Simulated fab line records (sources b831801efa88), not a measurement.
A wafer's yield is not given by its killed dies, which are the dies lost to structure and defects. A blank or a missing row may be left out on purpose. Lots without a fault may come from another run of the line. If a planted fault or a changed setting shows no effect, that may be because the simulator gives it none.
Chamber matching    flow gf180mcu    GF_V5_CMP_04 on cmp-01 has 4 sister chambers
The step polishes SiO2. 4 wafers are shown with their chamber, then 7 later ones without.

== WAFERS WITH THEIR CHAMBER ==
wafer   chamber  motor_current_A (A)
L452.3  3        11.7
L452.6  0        12.1
L454.1  2        14.1
L454.2  1        13.0

== WAFERS WITHOUT THEIR CHAMBER ==
wafer   motor_current_A (A)
L454.3  11.6
L455.1  13.1
L455.3  12.1
L455.4  14.1
L459.1  13.8
L459.2  12.7
L459.4  12.0

== EACH ONE'S CHAMBER ==
wafer   from the rows above      in truth
L454.3  3                        3
L455.1  1                        1
L455.3  0                        0
L455.4  2                        2
L459.1  2                        2
L459.2  can't be placed: 1 or 0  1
L459.4  can't be placed: 0 or 3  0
5 of 7 placed correctly. Cannot be placed on the basis of these rows: 2; the candidates contain the true chamber in 2. 0 placed wrongly.
How it was worked out, from the rows above alone: a wafer's distance from a chamber is the root of the sum, over the readings, of the square of ((its reading less the chamber's mean) divided by the reading's scatter). If the next closest chamber is less than 2 further off than the closest, the wafer can't be placed; otherwise it belongs to the closest. The mean given for a chamber averages the wafers shown for that chamber. The scatter: with one shown wafer a chamber, the root of the mean of the squares of how far each hidden wafer lies from its nearest shown one.
